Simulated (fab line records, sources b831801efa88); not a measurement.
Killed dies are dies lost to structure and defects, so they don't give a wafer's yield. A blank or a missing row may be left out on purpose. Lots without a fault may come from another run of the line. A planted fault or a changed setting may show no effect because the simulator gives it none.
Problem report in the 8D (eight disciplines) form, filled by code | flow sky130 | the parts of the form that need people (team, actions taken, sign-off) are left out

1. THE PROBLEM
cd_nm at SKY_POLY_GATE_CD_MEAS_13 reads a mean of 132.2 nm on 4 wafers of 3 lots; wafers without a fault read 150.1 nm with a standard deviation of 1.4. That is -13 standard deviations from the usual mean.
The step: target cd 150 nm.
First seen on wafer L405.3, day 19 05:52, on cd_sem-01. The record holds 44 wafers of 15 lots with a number at this step. Rule for "out", or "out of limits": more than 4 standard deviations from the usual mean. The other wafers with a number count as sound.

2. WHAT IT IS AND WHAT IT IS NOT
question                    | is                             | is not
which readings at this step | cd_nm                          | -
which lots                  | L405, L406, L407               | L396, L397, L398, L399, L400, L402, L403, L404, L415, L417, L418, L419
which wafers of those lots  | L405.3, L406.3, L407.1, L407.3 | L405.5, L405.6, L406.2, L406.5
read on which gauges        | cd_sem-01                      | cd_sem-02
when                        | from day 19 05:52              | up to then (26 sound wafers); but 14 sound wafers of L406, L415, L417, L418, L419 came after

3. SUSPECTS, AND WHAT RULES EACH OUT
Counting: a tool at a process step up to the reading stays a suspect if it ran every lot that is out. Sound lots after the first of them don't rule it out here, since some wafers of a struck lot are sound.
- the gauge at SKY_POLY_GATE_CD_MEAS_13: kept. All the wafers that are out were read on cd_sem-01, and no step on other tools shows them out.
- krf_scanner-01 at SKY_POLY_GATE_EXPOSE_10 (exposes mask P1M, target cd 150 nm): kept. It ran every lot that is out, first L405 (day 18 14:49); its last sound lot up to then is L403 (day 17 19:48).
Left after counting: krf_scanner-01 at SKY_POLY_GATE_EXPOSE_10, cd_sem-01 at SKY_POLY_GATE_CD_MEAS_13.

4. THE CAUSE (what the simulator had put in)
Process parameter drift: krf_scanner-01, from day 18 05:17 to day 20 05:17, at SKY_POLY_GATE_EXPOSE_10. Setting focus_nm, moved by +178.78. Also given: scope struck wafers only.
Counting left 2 suspects, and this tool is among them.

5. THE CHAIN OF EFFECTS, in route order
Each row: a reading whose mean over the struck wafers that have a number lies more than 3 standard deviations from the usual. Only readings for which the record gives a usual standard deviation are gone through. hours: the time from each lot's start at the first step in this table that gives one to its start at this step, as a median over the lots. sigmas: the change in usual standard deviations.
hours | step                     | reading | usual    | on struck wafers | change | sigmas
0     | SKY_POLY_GATE_CD_MEAS_13 | cd_nm   | 150.1 nm | 132.2            | -17.9  | -13

6. WHAT WOULD HAVE CAUGHT IT SOONER
In this record the first reading out of limits at a measuring or inspecting step was taken at day 19 05:52, 25 hours after the fault began at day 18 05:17.
Of the tool readings at SKY_POLY_GATE_EXPOSE_10 for which the record gives a usual standard deviation, none was out on any struck wafer, so an alarm limit of 4 standard deviations on them would not have fired.
All the lots that are out (3) had begun SKY_POLY_GATE_EXPOSE_10 on krf_scanner-01 by day 19 05:52. A hold on the tool at that time would have spared none of them.
